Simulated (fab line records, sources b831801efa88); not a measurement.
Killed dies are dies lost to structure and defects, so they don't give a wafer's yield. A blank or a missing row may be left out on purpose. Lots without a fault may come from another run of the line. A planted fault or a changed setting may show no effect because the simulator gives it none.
fab line records | flow sky130 | part 2 of 2: steps 43 to 43 of 43
record lots=6 wafers=18 last_day=52
route steps=708 shown VIA1@464 METAL2@483 PAD_OPEN@708
lots that met no fault: from a run of the same line without faults
start_h: hours from the record's first day to the start of the lot's first wafer shown | wait_h: hours since the lot's step before | " the same as in the row above | L1.1+2: a row that stands for several wafers | - no value, or no start given | * or withheld: withheld | < > ~ a bound
route shown NAME@n: a module of which the file shows steps, and the number in the route of the first | usual: mean/standard deviation of fault-free wafers | same: alike in all rows | chamber/n: place in a boat | sites: the reading at each site | _std_site: their standard deviation | _edge_site: outer sites' mean less inner sites' | radius_mm: how far each site lies from the wafer's centre | mask NAME#n: copy n | behind: the tool/chamber that last shaped the wafer | hold: why the lot was held/for how many hours/how that ended | device: the transistor (n, p or np) that didn't switch | end of line: the same wafers' tests at the end of the route | a step without rows: its recipe alone | killed: dies lost to structure and defects at the first sort, not the wafer's yield | map: a wafer's dies, x killed, . not, _ none there
set.NAME: the setting as run; set.NAME@STEP: as run at that earlier step | model.NAME: the simulator's own value behind a step, which no gauge read
lots at some steps of the route; a table a step, a row a wafer
services: from which hour (start_h, from the record's first day; less than 0 if before it) a tool's chamber was out of use, for how many hours, and why
## steps
# step SKY_PAD_OPEN_PROBE_99
# usual defect_limited_yield=82.5/1.9 killed_at_M0_to_M3=43/7 killed_at_M4_up=2.7/1.6 killed_at_contacts=24/5.3 killed_at_front_end=16/4.6 killed_at_other=0.3/0.53 killed_dies=86/9.3 killed_open=47/6.9 killed_short=38/6.1 sort_bin_3_pad_short=0.9/0.4 sort_bin_5_function=10.3/1.4 sort_bin_6_memory=6.3/1.1 sort_n_pass=406/9.3 sort_yield_pct=82.5/1.9
# same gross_dies=492 killed_at_back_side=0 sort_bin_4_leakage[%]=0 sort_bin_8_speed[%]=0
# columns lot.wafer tool chamber start_h wait_h defect_limited_yield[%] killed_at_M0_to_M3 killed_at_M4_up killed_at_contacts killed_at_front_end killed_at_other killed_dies killed_open killed_short sort_bin_3_pad_short[%] sort_bin_5_function[%] sort_bin_6_memory[%] sort_n_pass sort_yield_pct[%] model.etest.tester.sort_n_pass model.etest.tester.sort_yield_pct model.etest.tester.sort_bin_5_pct model.etest.tester.sort_bin_3_pct
L161.3 prober-02 - 1057.81 0.2 83.9 35 2 26 16 0 79 43 36 0.6 7.9 7.5 413 83.9 413 83.94 7.927 0.6098
L161.4 prober-02 - 1057.86 0.2 79.5 59 3 26 13 0 101 54 47 1.2 13.6 5.7 391 79.5 391 79.47 13.62 1.22
L161.5 prober-02 - 1057.91 0.2 81.1 36 6 33 18 0 93 53 40 1.2 10.0 7.7 399 81.1 399 81.1 9.959 1.22
L163.1 prober-01 - 1077.26 0.1 73.6 90 3 18 18 1 130 44 38 2.8 17.1 6.5 362 73.6 362 73.58 17.07 2.846
L163.5 prober-01 - 1077.46 0.2 75.8 87 0 24 8 0 119 44 31 1.8 17.1 5.3 373 75.8 373 75.81 17.07 1.829
L163.6 prober-01 - 1077.51 0.2 75.6 88 4 19 9 0 120 45 31 3.0 14.0 7.3 372 75.6 372 75.61 14.02 3.049
L164.1 prober-01 - 1080.31 0.1 70.3 110 2 17 17 0 146 52 38 3.7 19.1 6.9 346 70.3 346 70.33 19.11 3.659
L164.3 prober-01 - 1080.41 0.2 72.8 87 4 22 21 0 134 45 45 2.2 17.7 7.3 358 72.8 358 72.76 17.68 2.236
L164.6 prober-01 - 1080.56 0.2 73.6 90 2 20 18 0 130 47 35 2.6 16.7 7.1 362 73.6 362 73.58 16.67 2.642
L172.2 prober-02 - 1116.76 0.1 80.3 51 3 26 17 0 97 57 39 0.4 12.2 7.1 395 80.3 395 80.28 12.2 0.4065
L172.4 prober-02 - 1116.86 0.2 80.5 54 3 21 18 0 96 45 51 0.8 10.8 7.9 396 80.5 396 80.49 10.77 0.813
L172.5 prober-02 - 1116.91 0.2 81.9 36 1 32 20 0 89 55 34 0.4 10.0 7.7 403 81.9 403 81.91 9.959 0.4065
L175.1 prober-01 - 1239.01 0.1 81.3 48 5 21 17 1 92 50 40 1.0 11.8 5.9 400 81.3 400 81.3 11.79 1.016
L175.5 prober-01 - 1239.21 0.2 82.1 38 3 19 27 1 88 51 37 0.8 12.4 4.7 404 82.1 404 82.11 12.4 0.813
L175.6 prober-01 - 1239.26 0.2 82.7 54 0 15 15 1 85 46 37 0.4 10.8 6.1 407 82.7 407 82.72 10.77 0.4065
L174.1 prober-02 - 1241.26 0.1 82.9 37 0 21 25 1 84 48 35 1.4 10.2 5.5 408 82.9 408 82.93 10.16 1.423
L174.3 prober-02 - 1241.36 0.2 85.0 26 1 26 21 0 74 38 36 0.6 9.8 4.7 418 85.0 418 84.96 9.756 0.6098
L174.5 prober-02 - 1241.46 0.2 82.5 46 7 20 12 1 86 48 38 0.8 10.6 6.1 406 82.5 406 82.52 10.57 0.813
# killed by level:class
L161.3 VIA1:geometric_particle:open=9 CONTACT:geometric_particle:open=8 LI_CONTACT:geometric_particle:open=7 CONTACT:geometric_particle:short=6 FIELD_ISO:geometric_particle:short=5 VIA2:geometric_particle:open=5 VIA1:geometric_particle:short=4 VIA3:geometric_particle:short=4
L161.4 VIA1:geometric_particle:open=15 METAL2:geometric_particle:short=10 CONTACT:geometric_particle:open=9 VIA3:geometric_particle:open=7 METAL1:geometric_particle:short=6 LI_CONTACT:geometric_particle:open=6 CONTACT:geometric_particle:short=6 VIA2:geometric_particle:open=6
L161.5 CONTACT:geometric_particle:open=13 VIA1:geometric_particle:open=11 POLY_GATE:geometric_particle:short=7 LI_CONTACT:geometric_particle:short=7 LI_CONTACT:geometric_particle:open=7 POLY_GATE:geometric_particle:open=6 METAL2:geometric_particle:short=6 CONTACT:geometric_particle:short=5
L163.1 VIA1:unspecified=48 VIA1:geometric_particle:open=10 LI_CONTACT:geometric_particle:open=6 VIA3:geometric_particle:open=5 CONTACT:geometric_particle:open=5 METAL1:geometric_particle:short=5 VIA2:geometric_particle:open=4 VIA2:geometric_particle:short=4
L163.5 VIA1:unspecified=44 VIA1:geometric_particle:open=11 VIA3:geometric_particle:open=10 LI_CONTACT:geometric_particle:open=8 CONTACT:geometric_particle:open=6 VIA2:geometric_particle:open=5 LOCAL_INTERCONNECT:geometric_particle:short=5 METAL1:geometric_particle:short=5
L163.6 VIA1:unspecified=44 VIA1:geometric_particle:open=9 METAL2:geometric_particle:short=8 VIA3:geometric_particle:open=7 VIA2:geometric_particle:open=6 CONTACT:geometric_particle:short=5 LI_CONTACT:geometric_particle:open=5 CONTACT:geometric_particle:open=5
L164.1 VIA1:unspecified=56 VIA1:geometric_particle:open=12 VIA2:geometric_particle:open=11 POLY_GATE:geometric_particle:short=8 VIA3:geometric_particle:open=7 LI_CONTACT:geometric_particle:open=6 METAL1:geometric_particle:open=6 METAL1:geometric_particle:short=5
L164.3 VIA1:unspecified=44 VIA1:geometric_particle:open=11 FIELD_ISO:geometric_particle:open=8 CONTACT:geometric_particle:open=8 FIELD_ISO:geometric_particle:short=7 METAL2:geometric_particle:short=7 LI_CONTACT:geometric_particle:open=6 METAL1:geometric_particle:short=5
L164.6 VIA1:unspecified=48 VIA1:geometric_particle:open=19 CONTACT:geometric_particle:short=8 VIA3:geometric_particle:open=6 FIELD_ISO:geometric_particle:open=5 CONTACT:geometric_particle:open=5 FIELD_ISO:geometric_particle:short=4 METAL2:geometric_particle:short=4
L172.2 VIA1:geometric_particle:open=15 CONTACT:geometric_particle:open=13 VIA2:geometric_particle:open=8 LI_CONTACT:geometric_particle:open=6 METAL1:geometric_particle:short=6 VIA1:geometric_particle:short=6 FIELD_ISO:geometric_particle:short=4 POLY_GATE:geometric_particle:open=4
L172.4 VIA1:geometric_particle:short=12 VIA1:geometric_particle:open=10 VIA2:geometric_particle:open=10 FIELD_ISO:geometric_particle:short=8 LOCAL_INTERCONNECT:geometric_particle:short=5 VIA3:geometric_particle:open=5 LI_CONTACT:geometric_particle:open=4 CONTACT:geometric_particle:short=4
L172.5 CONTACT:geometric_particle:open=13 VIA1:geometric_particle:open=13 LI_CONTACT:geometric_particle:open=10 POLY_GATE:geometric_particle:short=5 LOCAL_INTERCONNECT:geometric_particle:short=5 POLY_GATE:geometric_particle:open=4 VIA2:geometric_particle:open=4 METAL1:geometric_particle:short=3
L175.1 VIA1:geometric_particle:open=11 VIA1:geometric_particle:short=9 FIELD_ISO:geometric_particle:open=8 LI_CONTACT:geometric_particle:open=8 VIA2:geometric_particle:open=8 METAL1:geometric_particle:short=5 CONTACT:geometric_particle:short=5 VIA3:geometric_particle:open=5
L175.5 VIA1:geometric_particle:open=11 CONTACT:geometric_particle:open=10 METAL1:geometric_particle:short=9 VIA2:geometric_particle:open=8 FIELD_ISO:geometric_particle:short=6 POLY_GATE:geometric_particle:open=6 FIELD_ISO:geometric_particle:open=5 POLY_GATE:geometric_particle:short=5
L175.6 VIA2:geometric_particle:open=10 VIA3:geometric_particle:open=10 METAL2:geometric_particle:short=8 CONTACT:geometric_particle:open=7 VIA2:geometric_particle:short=6 METAL1:geometric_particle:short=5 VIA1:geometric_particle:open=5 FIELD_ISO:geometric_particle:open=4
L174.1 VIA1:geometric_particle:open=9 LI_CONTACT:geometric_particle:open=8 VIA3:geometric_particle:open=6 FIELD_ISO:geometric_particle:short=5 POLY_GATE:geometric_particle:short=5 POLY_GATE:geometric_particle:open=5 CONTACT:geometric_particle:short=5 METAL2:geometric_particle:short=5
L174.3 CONTACT:geometric_particle:open=9 POLY_GATE:geometric_particle:short=6 LI_CONTACT:geometric_particle:short=6 VIA1:geometric_particle:open=6 FIELD_ISO:geometric_particle:short=5 CONTACT:geometric_particle:short=5 VIA3:geometric_particle:open=5 FIELD_ISO:geometric_particle:open=4
L174.5 VIA3:geometric_particle:open=16 METAL1:geometric_particle:short=10 LI_CONTACT:geometric_particle:open=6 CONTACT:geometric_particle:open=6 VIA2:geometric_particle:open=5 POLY_GATE:geometric_particle:short=4 METAL4:geometric_particle:open=4 POLY_GATE:geometric_particle:open=3
# map L163.1 (x killed, . not)
__________......x.xx_________
________x.........x..._______
______..x.......xx.....x_____
_____......xx....x......x____
____................x...xx___
___.x.....x..xx....x....x..__
__.x...xx....x....x.x.xx...._
_...x...xxxxx........x.......
_x.xxxxxxxxxx..x.....x...x...
_....xxxxxxxx......x..x.x....
_..xx.xxxxxxxx.x.x.x.x.x...x.
_...x..xxxxxxxx......x.......
_..x.x.xxxxx..xx.....xxx.....
_.......xx..x.......xx.......
_.x...x............x.........
__......x.........xx....x..._
___...x....x.x..xx......x..__
____....x......x.....xxx..___
_____x...............x...____
______.....x............_____
________.....x.x....x._______
__________.........x_________
# map L164.1 (x killed, . not)
__________..x..xx..._________
________.....x.xxxx..._______
______.x...........x.x.._____
_____.....x.x.x...x...x..____
____.x.x.x..x.x.x.x....x..___
___......xx.x....x...x.x.xx__
__...x.xxxx...x...x......x.._
_.....xxxxxx..............x.x
_....xxxxxxxxx......xx.......
_...xxxxxxxxxxxx...x.x.......
_...x.xxxxxxx..xx....x.x.....
_x.x.xxxxxxxxx.x.x......x.x..
_.....x.xxxx.x...........x..x
_x..x.xxxxxx..........x.....x
_...x..xx..x.....x...........
__..xx...xxx..............x._
___...........x.x....x.....__
____.........xx......x....___
_____.....x..x...xxxxx...____
______x......x.........._____
________.........x...._______
__________..x......._________
## services
# columns tool chamber start_h hours kind
pvd_sputter-01 - 766.60 15.7 repair
rie_diel-04 2 831.35 3.2 repair
pvd_sputter-03 3 832.59 - consumable_replace:kit
pvd_sputter-02 0 840.48 - consumable_replace:kit
pvd_sputter-02 0 840.48 18.0 scheduled_down
pvd_sputter-02 0 840.48 18.0 vent_cycle
pvd_sputter-03 - 847.33 1.7 repair
rie_diel-01 3 854.52 3.5 repair
rie_diel-03 3 881.48 1.4 repair
wet_bench-03 - 890.24 1.5 repair
rie_diel-01 - 949.29 1.0 repair
pvd_sputter-01 - 964.51 0.8 repair
pvd_sputter-02 3 965.20 - consumable_replace:kit
pvd_sputter-02 3 965.20 18.0 scheduled_down
pvd_sputter-02 3 965.20 18.0 vent_cycle
pvd_sputter-04 - 975.92 9.6 repair
wet_bench-03 - 981.84 1.9 pm
rie_diel-03 - 985.03 2.8 pm
rie_diel-01 0 989.74 20.7 repair
rie_diel-01 - 989.89 1.6 repair
rie_diel-01 - 991.54 0.7 repair
rie_diel-01 2 995.97 1.2 repair
rie_diel-01 2 1010.36 4.6 repair
wet_bench-02 - 1016.97 4.4 pm
## key
first_sign step=SKY_PAD_OPEN_PROBE_99 reading=killed_at_M0_to_M3 direction=up sigmas=7 usual=43 struck=92
effect step=SKY_PAD_OPEN_PROBE_99 reading=sort_bin_5_function direction=up sigmas=4.8 usual=10.3 struck=16.9
model_effect step=SKY_PAD_OPEN_PROBE_99 value=etest.tester.sort_n_pass without=403.5 struck=362.2
met_at SKY_VIA1_CLEAN_18
struck_wafers L163.1,L163.5,L163.6,L164.1,L164.3,L164.6
fault kind=chamber_particle_source tool=wet_bench-04 chamber=2 onset_h=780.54 steps=SKY_VIA1_CLEAN_18 rate_per_visit_cm2=0.58931 end_h=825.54
